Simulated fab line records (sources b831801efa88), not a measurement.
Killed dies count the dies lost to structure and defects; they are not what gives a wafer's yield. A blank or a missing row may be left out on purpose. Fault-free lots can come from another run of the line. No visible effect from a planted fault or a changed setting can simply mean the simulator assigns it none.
Which of the tools did it?	flow gf180mcu	Sampling: 14 lots, 42 wafers, 5 of 602 route steps

== WHAT EACH GAUGE READ, for each wafer ==
GF_STI_THK_MEAS_02. Usual: for STI_OXIDATION_THK the level is 10.05 nm and the standard deviation is 0.16.
lot	measured	on	STI_OXIDATION_THK (nm)	flag
L842	day 1 11:31	filmMetro-02	10.15 10.08 10.07	
L844	day 1 21:49	filmMetro-03	10.11 10.06 10.22	
L846	day 2 07:47	filmMetro-03	10.04 10.12 10.16	
L847	day 2 12:31	filmMetro-03	9.98 10.10 10.06	
L849	day 2 22:31	filmMetro-04	10.04 9.97 10.07	
L850	day 3 05:11	filmMetro-02	9.75 9.63 9.90	
L851	day 3 08:31	filmMetro-03	9.87 10.00 9.81	
L852	day 3 13:52	filmMetro-04	9.92 9.88 9.79	
L853	day 3 19:08	filmMetro-04	10.01 9.96 10.06	
L858	day 4 20:32	filmMetro-04	10.05 10.05 10.25	
L859	day 5 00:37	filmMetro-03	10.11 10.17 9.86	
L860	day 5 05:32	filmMetro-02	10.04 10.32 10.17	
L863	day 5 20:31	filmMetro-03	9.81 9.91 10.12	
L864	day 6 01:31	filmMetro-03	9.78 9.95 9.67	

GF_STI_CD_MEAS_12: the cd target is 220 nm. Usual: 219.7 nm for cdNm, sd 1.3.
lot	measured	on	cdNm (nm)	flag
L842	day 2 01:29	cdSem-01	218.5 219.5 218.5	
L844	day 2 11:16	cdSem-02	219.7 219.7 217.6	
L846	day 2 21:50	cdSem-01	219.6 219.4 219.8	
L847	day 3 03:25	cdSem-02	216.8 217.0 217.1	
L849	day 3 13:20	cdSem-01	220.1 219.5 220.3	
L850	day 3 20:35	cdSem-02	218.4 219.5 219.5	
L851	day 3 22:48	cdSem-02	209.5 207.9 209.0	OFF
L852	day 4 04:30	cdSem-01	209.7 208.9 208.6	OFF
L853	day 4 10:47	cdSem-01	220.4 221.8 220.4	
L858	day 5 12:30	cdSem-01	210.2 212.0 210.9	OFF
L859	day 5 17:04	cdSem-02	218.8 217.7 218.4	
L860	day 5 21:53	cdSem-01	221.3 220.7 221.2	
L863	day 6 14:27	cdSem-01	219.8 219.5 220.1	
L864	day 6 18:51	cdSem-01	220.8 222.1 220.7	

GF_STI_THK_MEAS_30. Usual: for STI_OXIDATION_02_THK the level is 10.06 nm and the standard deviation is 0.18.
lot	measured	on	STI_OXIDATION_02_THK (nm)	flag
L842	day 2 06:25	filmMetro-04	9.99 10.05 10.00	
L844	day 2 16:45	filmMetro-04	9.71 9.74 9.79	
L846	day 3 02:13	filmMetro-02	10.15 10.08 10.27	
L847	day 3 08:40	filmMetro-02	9.96 9.97 10.13	
L849	day 3 17:44	filmMetro-04	10.10 9.96 9.99	
L850	day 4 00:56	filmMetro-03	10.12 9.79 10.19	
L851	day 4 03:52	filmMetro-04	9.95 10.07 9.98	
L852	day 4 08:50	filmMetro-04	10.10 10.11 10.17	
L853	day 4 15:24	filmMetro-02	10.47 10.42 10.29	
L858	day 5 18:29	filmMetro-03	10.05 10.01 9.99	
L859	day 5 22:09	filmMetro-02	9.91 9.75 9.96	
L860	day 6 02:13	filmMetro-04	10.12 10.09 10.15	
L863	day 6 19:54	filmMetro-04	10.52 10.31 10.36	
L864	day 6 23:41	filmMetro-02	10.27 10.17 10.29	

GF_MVPSD_TW_MEAS_11. Usual: for MVPSD_TW the level is 548.0 and the standard deviation is 2.7.
lot	measured	on	MVPSD_TW	flag
L842	day 5 00:45	filmMetro-04	547.3 544.8 546.9	
L844	day 5 12:30	filmMetro-02	547.9 545.6 549.5	
L846	day 5 23:41	filmMetro-02	551.7 547.4 547.3	
L847	day 6 07:56	filmMetro-01	549.1 550.7 548.7	
L849	day 6 17:08	filmMetro-01	551.6 551.6 549.5	
L850	day 7 02:29	filmMetro-02	549.9 549.6 549.4	
L851	day 7 05:35	filmMetro-01	545.4 543.3 542.8	
L852	day 7 11:23	filmMetro-02	549.6 552.5 548.3	
L853	day 7 18:46	filmMetro-02	547.6 548.3 551.0	
L858	day 9 03:56	filmMetro-04	550.2 544.0 544.9	
L859	day 9 07:05	filmMetro-01	548.4 544.4 546.2	
L860	day 9 10:21	filmMetro-01	548.1 547.6 548.5	
L863	day 10 07:02	filmMetro-01	546.9 548.1 546.4	
L864	day 10 12:08	filmMetro-04	549.3 549.5 547.0	

== WHICH TOOL RAN EACH LOT (tool, then ch and the chambers of the sampled wafers, then the start) ==
lot	GF_STI_SOFTBAKE_08
L842	lithoTrack-04 ch 0, day 1 19:32
L844	lithoTrack-01 ch 0, day 2 05:19
L846	lithoTrack-04 ch 0, day 2 15:37
L847	lithoTrack-03 ch 0, day 2 20:43
L849	lithoTrack-01 ch 0, day 3 06:54
L850	lithoTrack-01 ch 0, day 3 13:27
L851	lithoTrack-01 ch 0, day 3 16:39
L852	lithoTrack-01 ch 0, day 3 22:18
L853	lithoTrack-04 ch 0, day 4 03:55
L858	lithoTrack-01 ch 0, day 5 05:21
L859	lithoTrack-04 ch 0, day 5 09:40
L860	lithoTrack-04 ch 0, day 5 14:49
L863	lithoTrack-03 ch 0, day 6 06:25
L864	lithoTrack-04 ch 0, day 6 11:17
- GF_STI_SOFTBAKE_08: time 60 s.

== AS READ BY THE TOOLS THEMSELVES (means over the sampled wafers that have a number; for cases with no such wafer, the mark the record gives instead) ==
GF_STI_SOFTBAKE_08. Usual: chillPlateTempC 23.00 C, standard deviation 0.099; heaterPowerTotalW 93.06 W, standard deviation 0.058; plateTempC 130.01 C, standard deviation 0.13.
lot	tool	chillPlateTempC (C)	heaterPowerTotalW (W)	plateTempC (C)	flag
L842	lithoTrack-04	22.96	93.08	129.86	
L844	lithoTrack-01	22.88	93.06	130.03	
L846	lithoTrack-04	22.91	93.09	130.06	
L847	lithoTrack-03	23.07	93.02	129.93	
L849	lithoTrack-01	22.97	93.12	129.95	
L850	lithoTrack-01	23.13	93.09	129.96	
L851	lithoTrack-01	23.07	96.50	133.56	OFF
L852	lithoTrack-01	22.95	96.54	133.71	OFF
L853	lithoTrack-04	22.98	93.06	130.02	
L858	lithoTrack-01	22.88	96.48	133.79	OFF
L859	lithoTrack-04	23.09	93.10	129.95	
L860	lithoTrack-04	23.03	93.05	129.87	
L863	lithoTrack-03	23.09	93.06	130.02	
L864	lithoTrack-04	22.99	93.03	130.04	

== THE ANSWER, worked out from the rows above alone ==
Rule: take the mean of a lot's wafers that have a number; if it is more than 3 standard deviations from the usual mean, the lot is off. Also off: a lot with no number at a reading for which 4 or more lots have one. All remaining lots with rows at the step are treated as sound. First the gauges in route order, then the tools' own readings, where a lot's mean is used as printed above. At the first step where some lot is off, the reading lying furthest off is the one used; lots without a number count as furthest.
Off at GF_STI_CD_MEAS_12 (cdNm): L851, L852, L858.
A tool fits if, at a process step before that reading, it ran every lot that is off, and no sound lot after the first of them. Not tried: the gauges at GF_STI_CD_MEAS_12; whatever is off there is also off at GF_STI_SOFTBAKE_08, on other tools, and gauge error can't account for it. One fits: GF_STI_SOFTBAKE_08 on lithoTrack-01. A fault onset in the window from L850 (day 3 13:27, its last sound lot) to L851 (day 3 16:39, its first lot off) fits.
The tool's own readings at GF_STI_SOFTBAKE_08 bear it out: on the lots that are off they differ by more than 5 times the standard deviation of the sound lots' means. heaterPowerTotalW reads 96.51 W there against 93.07 W on the sound lots; plateTempC reads 133.69 C there against 129.97 C on the sound lots.

== WHAT WAS PUT IN BY THE SIMULATOR ==
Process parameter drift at GF_STI_SOFTBAKE_08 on lithoTrack-01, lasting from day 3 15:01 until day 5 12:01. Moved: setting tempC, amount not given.
Lots struck among those shown: L851, L852, L858. The rule above found the same.
